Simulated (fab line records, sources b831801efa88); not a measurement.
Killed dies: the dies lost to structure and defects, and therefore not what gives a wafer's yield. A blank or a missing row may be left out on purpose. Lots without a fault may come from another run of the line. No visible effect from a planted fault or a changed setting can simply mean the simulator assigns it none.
Matching of chambers / flow sky130 / rieSi-02 running SKY_FIELD_ISO_ETCH_17: 3 sister chambers
The step etches Si in HBr/Cl2/O2, target depth 342 nm, time 97.7 s. 14 wafers are shown with their chamber, then 6 later ones without.

WAFERS PAIRED WITH THEIR CHAMBERS
wafer=L711.2; chamber=2; oesProductAu (a.u.)=1.004; throttleValvePct (%)=25.673
wafer=L711.4; chamber=1; oesProductAu (a.u.)=1.005; throttleValvePct (%)=25.664
wafer=L711.5; chamber=1; oesProductAu (a.u.)=1.007; throttleValvePct (%)=25.649
wafer=L716.1; chamber=2; oesProductAu (a.u.)=0.991; throttleValvePct (%)=25.663
wafer=L716.5; chamber=2; oesProductAu (a.u.)=1.002; throttleValvePct (%)=25.664
wafer=L716.6; chamber=1; oesProductAu (a.u.)=1.002; throttleValvePct (%)=25.664
wafer=L718.1; chamber=1; oesProductAu (a.u.)=1.010; throttleValvePct (%)=25.654
wafer=L718.2; chamber=3; oesProductAu (a.u.)=0.987; throttleValvePct (%)=25.657
wafer=L718.4; chamber=2; oesProductAu (a.u.)=0.999; throttleValvePct (%)=25.656
wafer=L720.1; chamber=3; oesProductAu (a.u.)=0.990; throttleValvePct (%)=25.664
wafer=L720.5; chamber=1; oesProductAu (a.u.)=1.004; throttleValvePct (%)=25.659
wafer=L720.6; chamber=2; oesProductAu (a.u.)=0.991; throttleValvePct (%)=25.662
wafer=L729.1; chamber=1; oesProductAu (a.u.)=0.998; throttleValvePct (%)=25.666
wafer=L729.2; chamber=2; oesProductAu (a.u.)=0.989; throttleValvePct (%)=25.661

SIGNATURES (averages over the wafers above)
reading=oesProductAu; chamber 1=1.00433; chamber 2=0.99600; chamber 3=0.98850; scatter within a chamber=0.0052
reading=throttleValvePct; chamber 1=25.65933; chamber 2=25.66317; chamber 3=25.66050; scatter within a chamber=0.00605
Rule: a wafer's distance from a chamber is the root of the sum, over the readings, of the square of ((its reading less the chamber's mean) divided by the reading's scatter). The wafer belongs to the nearest chamber; if the next one is less than 2 further off, it can't be placed. The scatter: the root of (the sum of the squares of (reading less its chamber's mean) over the shown wafers, divided by (wafers less chambers)).

WAFERS MISSING THEIR CHAMBER
wafer=L731.1; oesProductAu (a.u.)=1.003; throttleValvePct (%)=25.659
wafer=L731.5; oesProductAu (a.u.)=1.001; throttleValvePct (%)=25.647
wafer=L731.6; oesProductAu (a.u.)=0.983; throttleValvePct (%)=25.673
wafer=L733.3; oesProductAu (a.u.)=0.997; throttleValvePct (%)=25.652
wafer=L733.4; oesProductAu (a.u.)=0.991; throttleValvePct (%)=25.647
wafer=L733.5; oesProductAu (a.u.)=0.996; throttleValvePct (%)=25.680

WHICH CHAMBER EACH ONE RAN IN
wafer=L731.1; from the rows above=can't be placed: 1 or 2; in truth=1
wafer=L731.5; from the rows above=can't be placed: 1 or 2 or 3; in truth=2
wafer=L731.6; from the rows above=can't be placed: 3 or 2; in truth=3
wafer=L733.3; from the rows above=can't be placed: 2 or 1 or 3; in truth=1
wafer=L733.4; from the rows above=can't be placed: 3 or 2 or 1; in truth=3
wafer=L733.5; from the rows above=can't be placed: 2 or 3 or 1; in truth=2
Correctly placed: 0 of 6. From these rows, 6 cannot be placed; in 6 the true chamber is one of the candidates. 0 placed wrongly.
